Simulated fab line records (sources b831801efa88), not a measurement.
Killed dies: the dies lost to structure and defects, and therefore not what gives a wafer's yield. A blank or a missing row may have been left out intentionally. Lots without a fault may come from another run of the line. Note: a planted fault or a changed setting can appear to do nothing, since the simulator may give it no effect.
Shared-tool check | flow gf180mcu | 12 lots and 36 wafers in the sample

## WHY IT WAS OPENED
1 of 12 lots carry a flag on the reading POLY_GATE_CVD_00_THK at GF_POLY_GATE_THK_MEAS_01. Wafers without a fault read 199.7 nm, standard deviation 1.5.
Rule: flag the lot when none of its wafers has a number, or when each of its wafers that has one lies beyond 4 standard deviations from that mean. All remaining lots are regarded as sound.

lot  | measured     | on            | POLY_GATE_CVD_00_THK (nm), wafer by wafer | flag
L432 | day 8 11:53  | film metro-04 | 200.8 202.5 199.9                         |
L433 | day 8 16:35  | film metro-01 | 199.1 200.1 197.8                         |
L434 | day 8 21:24  | film metro-02 | 196.4 198.2 198.9                         |
L435 | day 9 07:54  | film metro-04 | 198.7 200.1 199.9                         |
L436 | day 9 14:27  | film metro-04 | 197.0 196.5 195.4                         |
L438 | day 10 04:29 | film metro-04 | 202.2 198.4 200.6                         |
L439 | day 10 09:10 | film metro-02 | 200.0 200.4 199.0                         |
L440 | day 10 14:19 | film metro-01 | 201.5 198.4 200.7                         |
L441 | day 11 00:31 | film metro-01 | 199.5 200.2 201.2                         |
L442 | day 11 05:34 | film metro-02 | 199.3 200.1 200.9                         |
L447 | day 12 17:48 | film metro-02 | 199.6 198.1 197.8                         |
L450 | day 13 14:36 | film metro-01 | 252.8 252.5 252.2                         | FLAGGED
The numbers of the flagged lots are 252.5 nm on average: +52.8 nm against the usual, or +35 standard deviations.

## TOOL THAT RAN EACH LOT
Before the reading, the record contains 3 process steps out of a 602-step route. Each cell gives the tool, then ch followed by the chambers the sampled wafers passed through, then the start.
lot  | flag    | GF_VT_IMPLANT_STRIP_09               | GF_DUAL_GATE_STRIP_13                | GF_POLY_GATE_CVD_00
L432 |         | plasma asher-01 ch 0,1, day 5 15:40  | plasma asher-03 ch 0,1, day 8 07:32  | lpcvd-01 ch 0, day 8 10:34
L433 |         | plasma asher-01 ch 0, day 5 20:11    | plasma asher-01 ch 0,1, day 8 13:32  | lpcvd-02 ch 1, day 8 15:14
L434 |         | plasma asher-02 ch 0,1, day 6 00:14  | plasma asher-01 ch 0,1, day 8 17:40  | lpcvd-01 ch 0, day 8 20:04
L435 |         | plasma asher-04 ch 0,1, day 6 09:26  | plasma asher-04 ch 0,1, day 9 04:41  | lpcvd-01 ch 1, day 9 06:34
L436 |         | plasma asher-02 ch 0,1, day 6 15:29  | plasma asher-04 ch 0,1, day 9 10:14  | lpcvd-01 ch 0, day 9 13:07
L438 |         | plasma asher-02 ch 0,1, day 7 03:31  | plasma asher-04 ch 0,1, day 9 23:42  | lpcvd-02 ch 1, day 10 02:27
L439 |         | plasma asher-02 ch 0,1, day 7 08:38  | plasma asher-03 ch 0,1, day 10 05:43 | lpcvd-02 ch 1, day 10 07:49
L440 |         | plasma asher-02 ch 0,1, day 7 13:26  | plasma asher-01 ch 0,1, day 10 11:11 | lpcvd-02 ch 0, day 10 12:59
L441 |         | plasma asher-01 ch 0,1, day 7 22:05  | plasma asher-03 ch 1, day 10 21:28   | lpcvd-02 ch 0, day 10 23:10
L442 |         | plasma asher-02 ch 0,1, day 8 04:11  | plasma asher-03 ch 0,1, day 11 02:31 | lpcvd-02 ch 1, day 11 04:14
L447 |         | plasma asher-01 ch 1, day 9 10:35    | plasma asher-04 ch 0,1, day 12 13:37 | lpcvd-01 ch 0, day 12 16:28
L450 | FLAGGED | plasma asher-04 ch 0,1, day 10 04:41 | plasma asher-01 ch 0,1, day 13 11:34 | lpcvd-01 ch 0, day 13 13:16
These steps, and what they do:
- GF_VT_IMPLANT_STRIP_09: strips in O2/N2.
- GF_DUAL_GATE_STRIP_13: strips in O2/N2.
- GF_POLY_GATE_CVD_00: deposits poly-Si, target thk 200 nm, time 1200 s.
- GF_POLY_GATE_THK_MEAS_01

## FLAGGED AGAINST TOTAL, ONE TOOL AT A TIME (gauges that did the reading follow at the end)
step                     | tool            | lots run | flagged | share of the flagged lots | sound lots run after its first flagged lot
GF_VT_IMPLANT_STRIP_09   | plasma asher-01 | 4        | 0       | none                      | -
GF_VT_IMPLANT_STRIP_09   | plasma asher-02 | 6        | 0       | none                      | -
GF_VT_IMPLANT_STRIP_09   | plasma asher-04 | 2        | 1       | all                       | 0
GF_DUAL_GATE_STRIP_13    | plasma asher-01 | 4        | 1       | all                       | 0
GF_DUAL_GATE_STRIP_13    | plasma asher-03 | 4        | 0       | none                      | -
GF_DUAL_GATE_STRIP_13    | plasma asher-04 | 4        | 0       | none                      | -
GF_POLY_GATE_CVD_00      | lpcvd-01        | 6        | 1       | all                       | 0
GF_POLY_GATE_CVD_00      | lpcvd-02        | 6        | 0       | none                      | -
GF_POLY_GATE_THK_MEAS_01 | film metro-01   | 4        | 1       | all                       | 0
GF_POLY_GATE_THK_MEAS_01 | film metro-02   | 4        | 0       | none                      | -
GF_POLY_GATE_THK_MEAS_01 | film metro-04   | 4        | 0       | none                      | -

## THE TABLE: WHAT IT ALLOWS
4 rows of the table ran every flagged lot: plasma asher-04 at GF_VT_IMPLANT_STRIP_09, plasma asher-01 at GF_DUAL_GATE_STRIP_13, lpcvd-01 at GF_POLY_GATE_CVD_00, film metro-01 at GF_POLY_GATE_THK_MEAS_01.
- plasma asher-04 at GF_VT_IMPLANT_STRIP_09: 1 of its 2 lots flagged. It ran its last sound lot, L435, at day 6 09:26 and its first flagged lot, L450, at day 10 04:41: a fault with its onset between the two fits.
- plasma asher-01 at GF_DUAL_GATE_STRIP_13: 1 of its 4 lots flagged. It ran its last sound lot, L440, at day 10 11:11 and its first flagged lot, L450, at day 13 11:34: a fault with its onset between the two fits.
- lpcvd-01 at GF_POLY_GATE_CVD_00: 1 of its 6 lots flagged. It ran its last sound lot, L447, at day 12 16:28 and its first flagged lot, L450, at day 13 13:16: a fault with its onset between the two fits.
- film metro-01 at GF_POLY_GATE_THK_MEAS_01: 1 of its 4 lots flagged. It ran its last sound lot, L441, at day 11 00:31 and its first flagged lot, L450, at day 13 14:36: a fault with its onset between the two fits.
Because each of these 4 tools fits a fault that began at some hour, counting lots does not separate them. More lots, or a look at what each step does to the wafer, might.

## WHAT THE SIMULATOR HAD INSERTED
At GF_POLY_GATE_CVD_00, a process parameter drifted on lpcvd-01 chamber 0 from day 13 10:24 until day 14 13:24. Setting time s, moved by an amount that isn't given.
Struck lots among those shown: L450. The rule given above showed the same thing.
